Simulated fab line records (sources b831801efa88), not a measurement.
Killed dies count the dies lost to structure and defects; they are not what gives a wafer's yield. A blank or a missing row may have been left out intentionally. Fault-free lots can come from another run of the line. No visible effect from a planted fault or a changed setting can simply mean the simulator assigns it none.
Comparing a struck lot with a sound one || flow gf180mcu || 14 steps out of a route of 602
Sound: these wafers, L809.1, L809.2, L809.6. Struck: wafer L814.2 (left out: L814.5, L814.6 of the same lot, which were not struck); the cause appears at the end.
For every step that has rows: the tool of each side, followed by ch and its chambers, followed by its first start. Under that, the readings that differ: sound wafers || struck wafers || difference of the means || sigmas: that difference in standard deviations of wafers without a fault.
alike: a reading whose means differ by less than 2 such deviations, as well as words and numbers matching on both sides. not compared: withheld readings; readings where some wafer has no value; bounds like >300 that might hide an equal value; numbers whose values overlap and for which the record gives no deviation.
Wherever a step has rows on one side only, a row that says differs or no value, or a row with sigmas, the two part there. When numbers do not overlap yet have no deviation, they are printed without sigmas and do not part them. Lack of a reading on every wafer of one side parts them only where that side has two or more wafers.

first, 4 steps without rows for these wafers: GF_V4_SOFTBAKE_10 (time 60 s); GF_V4_EXPOSE_11 (exposes mask Via4, target cd 260 nm); GF_V4_PEB_12 (peb time 90 s); GF_V4_DEVELOP_13 (develop time 60 s).
GF_V4_CD_MEAS_14 targets a cd of 260 nm.
  sound on cd-sem-01, day 30 06:39; struck on cd-sem-02, day 31 10:19
  alike: cd-nm
GF_V4_OVL_MEAS_15:
  sound on overlay-01, day 30 06:46; struck on overlay-02, day 31 10:25
  alike: V4_OVL
GF_V4_ETCH_16: etches BARC in N2/H2.
  sound on rie-diel-04 ch 2,3, day 30 06:48; struck on rie-diel-04 ch 2, day 31 10:27
  alike: drypump-motor-current-A, oes-product-au, throttle-valve-pct
GF_V4_ETCH_17: etches SiO2 in C4F8/O2/Ar, stops on TiN, target depth 630 nm.
  sound on rie-diel-04 ch 2,3; struck on rie-diel-04 ch 2
  alike: oes-product-au
GF_V4_STRIP_18: strips in O2/N2.
  sound on plasma-asher-02 ch 0,1, day 30 06:56; struck on plasma-asher-02 ch 1, day 31 10:35
  alike: drypump-motor-current-A, heater-power-w, oes-product-au
  not compared: rf-hours-counter-h
then, 2 steps without rows for these wafers: GF_V4_STRIP_19 (strips in post etch residue remover, time 1200 s); GF_V4_CLEAN_20 (cleans in DIW).
GF_V4_SPUTTER_21: material Ti, target thk 15 nm, time 80.02 s.
  sound on pvd-sputter-01, day 30 07:28; struck on pvd-sputter-03, day 31 11:08
  alike: throttle-valve-pct
GF_V4_SPUTTER_22: material TiN, target thk 10 nm, time 40 s.
  sound on pvd-sputter-01, day 30 07:31; struck on pvd-sputter-03, day 31 11:13
{"reading": "model.TiN_of_V4_SPUTTER_22.thk-nm (nm)", "sound": "9.961 10.13 10.09", "struck": 7.013, "difference": -3.047, "sigmas": ""}
  alike: throttle-valve-pct
GF_V4_CVD_23: deposits W, target thk 350 nm, time 104.9 s.
  sound on cvd-w-01 ch 0,1, day 30 07:34; struck on cvd-w-02 ch 1, day 31 11:14
  alike: heater-power-w

## WHERE THEY PART
Nowhere in this record.

WHY: what had been put in by the simulator
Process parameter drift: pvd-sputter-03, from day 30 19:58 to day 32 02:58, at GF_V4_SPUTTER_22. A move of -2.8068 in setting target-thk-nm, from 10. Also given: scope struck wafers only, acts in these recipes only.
